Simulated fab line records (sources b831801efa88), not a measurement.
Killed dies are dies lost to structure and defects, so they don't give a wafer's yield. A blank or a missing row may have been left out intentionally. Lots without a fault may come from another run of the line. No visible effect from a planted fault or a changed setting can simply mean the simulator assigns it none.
Chamber matching | flow sky130 | 4 sister chambers for SKY_VIA1_CMP_24 on cmp-01
The step polishes, stops on SiO2, t overpolish 15 s, target thk 0 nm. 24 wafers are shown with their chamber, then 12 later ones without.

WAFERS, EACH WITH ITS CHAMBER
wafer  | chamber | motor current A (A) | time to endpoint s (s) | head pressure psi (psi)
L076.1 | 2       | 10.9                | 66                     | 3.498
L076.2 | 3       | 11.9                | 68                     | 3.502
L076.6 | 2       | 11.5                | 64                     | 3.486
L077.1 | 0       | 9.9                 | 73                     | 3.501
L077.2 | 1       | 11.2                | 68                     | 3.487
L077.4 | 3       | 11.7                | 68                     | 3.502
L079.2 | 3       | 11.7                | 68                     | 3.499
L079.3 | 0       | 10.6                | 69                     | 3.490
L079.4 | 1       | 11.1                | 67                     | 3.498
L083.2 | 2       | 11.1                | 61                     | 3.498
L083.3 | 3       | 12.0                | 64                     | 3.508
L083.4 | 0       | 10.9                | 69                     | 3.501
L084.1 | 1       | 10.9                | 67                     | 3.501
L084.3 | 2       | 10.4                | 64                     | 3.493
L084.4 | 3       | 12.1                | 69                     | 3.496
L085.2 | 0       | 10.3                | 70                     | 3.499
L085.4 | 2       | 10.5                | 61                     | 3.513
L085.5 | 3       | 12.1                | 63                     | 3.507
L086.1 | 3       | 12.0                | 62                     | 3.505
L086.3 | 1       | 11.3                | 65                     | 3.497
L086.4 | 2       | 10.1                | 61                     | 3.516
L087.2 | 2       | 10.7                | 65                     | 3.500
L087.3 | 3       | 11.9                | 66                     | 3.521
L087.5 | 3       | 11.6                | 65                     | 3.502

SIGNATURES (means of the wafers above)
reading            | chamber 0 | chamber 1 | chamber 2 | chamber 3 | scatter within a chamber
motor current A    | 10.425    | 11.125    | 10.743    | 11.889    | 0.333
time to endpoint s | 70.25     | 66.75     | 63.14     | 65.89     | 2.16
head pressure psi  | 3.49775   | 3.49575   | 3.50057   | 3.50467   | 0.008
Rule: distance of a wafer from a chamber = root of the sum over the readings of ((wafer's reading minus chamber's mean) / reading's scatter) squared. If the next closest chamber is less than 2 further off than the closest, the wafer can't be placed; otherwise it belongs to the closest. The scatter: take each reading less its chamber's mean, square it, sum over the shown wafers, divide by the number of wafers less the number of chambers, and take the root.

WAFERS MISSING THEIR CHAMBER
wafer  | motor current A (A) | time to endpoint s (s) | head pressure psi (psi)
L090.2 | 10.2                | 73                     | 3.491
L090.3 | 11.0                | 69                     | 3.490
L090.5 | 10.1                | 73                     | 3.486
L091.4 | 12.2                | 68                     | 3.494
L091.5 | 10.8                | 64                     | 3.509
L091.6 | 11.8                | 67                     | 3.497
L092.1 | 11.8                | 68                     | 3.494
L092.4 | 11.0                | 64                     | 3.513
L092.6 | 11.0                | 69                     | 3.487
L095.1 | 10.6                | 65                     | 3.513
L095.2 | 10.7                | 59                     | 3.504
L095.5 | 12.1                | 63                     | 3.502

CHAMBER TAKEN BY EACH
wafer  | from the rows above          | in truth
L090.2 | 0                            | 0
L090.3 | can't be placed: 1 or 0 or 2 | 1
L090.5 | 0                            | 0
L091.4 | can't be placed: 3 or 1      | 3
L091.5 | can't be placed: 2 or 1      | 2
L091.6 | can't be placed: 3 or 1      | 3
L092.1 | can't be placed: 3 or 1      | 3
L092.4 | can't be placed: 2 or 1 or 3 | 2
L092.6 | can't be placed: 1 or 0 or 2 | 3
L095.1 | can't be placed: 2 or 1 or 0 | 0
L095.2 | can't be placed: 2 or 1      | 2
L095.5 | can't be placed: 3 or 1      | 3
2 of 12 placed correctly. Cannot be placed on the basis of these rows: 10; the candidates contain the true chamber in 9. Number placed wrongly: 0.
